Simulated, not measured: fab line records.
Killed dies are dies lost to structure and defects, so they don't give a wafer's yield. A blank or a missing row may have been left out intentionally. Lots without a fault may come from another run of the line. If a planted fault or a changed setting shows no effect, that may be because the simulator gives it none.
Comparing a struck lot with a sound one || flow gf180mcu || 15 out of 602 route steps
Sound: these wafers, L725.1, L725.4, L725.5. Struck: wafer L739.1 (left out: L739.2, L739.5 of the same lot, which were not struck); the cause appears at the end.
Order at every step that has rows: each side's tool, ch and its chambers, its first start. Under that, the readings that differ: sound wafers || struck wafers || difference of the means || sigmas: that difference in standard deviations of wafers without a fault.
alike: words and numbers the same on both sides, and readings whose means are apart by under 2 such deviations; not compared: readings that were withheld, readings missing a value for some wafer, numbers with overlapping values and no deviation given by the record, and bounds like >300 which may hide the same value.
A row with sigmas, a row that says differs or no value, or rows on one side alone: a step with any of these is where the two part. Non-overlapping numbers with no deviation appear without sigmas and do not part them. Lack of a reading on every wafer of one side parts them only where that side has two or more wafers.

first, 5 steps without rows for these wafers: GF_V4_COAT_09 (resist thk 1000 nm); GF_V4_SOFTBAKE_10 (time 60 s); GF_V4_EXPOSE_11 (exposes mask Via4, target cd 260 nm); GF_V4_PEB_12 (peb time 90 s); GF_V4_DEVELOP_13 (develop time 60 s).
GF_V4_CD_MEAS_14: target cd 260 nm.
  sound on cd sem-02, day 24 06:26; struck on cd sem-02, day 29 12:14
  alike: cd nm
GF_V4_OVL_MEAS_15:
  sound on overlay-01, day 24 06:34; struck on overlay-02, day 29 12:22
  alike: V4_OVL
GF_V4_ETCH_16: etches BARC in N2/H2.
  sound on rie diel-02 ch 0,2, day 24 06:36; struck on rie diel-02 ch 2, day 29 12:24
  alike: drypump motor current A, oes product au, rf fwd power W, throttle valve pct
GF_V4_ETCH_17: etches SiO2 in C4F8/O2/Ar, stops on TiN, target depth 630 nm.
  sound on rie diel-02 ch 0,2; struck on rie diel-02 ch 2
  alike: oes product au, rf fwd power W
GF_V4_STRIP_18: strips in O2/N2.
  sound on plasma asher-04 ch 0,1, day 24 06:44; struck on plasma asher-01 ch 1, day 29 12:31
{"reading": "heater power w (W)", "sound": "316 277 280", "struck": 400, "difference": "+109", "sigmas": "+3"}
  alike: drypump motor current A, oes product au, platen temp c
  not compared: rf hours counter h
then, 2 steps without rows for these wafers: GF_V4_STRIP_19 (strips in post etch residue remover, time 1200 s); GF_V4_CLEAN_20 (cleans in DIW).
GF_V4_SPUTTER_21: material Ti, target thk 15 nm, time 80.02 s.
  sound on pvd sputter-01, day 24 07:22; struck on pvd sputter-01, day 29 13:06
{"reading": "cathode dc power W (W)", "sound": "2500.1 2500.9 2500.0", "struck": 2705.6, "difference": "+205.3", "sigmas": "+99 or more"}
{"reading": "model.Ti_of_V4_SPUTTER_21.thk nm (nm)", "sound": "14.83 14.9 14.93", "struck": 16.4, "difference": "+1.5", "sigmas": ""}
  alike: throttle valve pct
GF_V4_SPUTTER_22: material TiN, target thk 10 nm, time 40 s.
  sound on pvd sputter-01, day 24 07:26; struck on pvd sputter-01, day 29 13:10
  alike: cathode dc power W, throttle valve pct
next, for these wafers, 1 step has no rows: GF_PASSIVATION_PROBE_99.

WHERE THEY PART
At GF_V4_STRIP_18 first; at GF_V4_SPUTTER_21 last (within this record only). Later steps at which nothing parts them and some readings are alike: GF_V4_SPUTTER_22.

WHY: the cause the simulator had injected
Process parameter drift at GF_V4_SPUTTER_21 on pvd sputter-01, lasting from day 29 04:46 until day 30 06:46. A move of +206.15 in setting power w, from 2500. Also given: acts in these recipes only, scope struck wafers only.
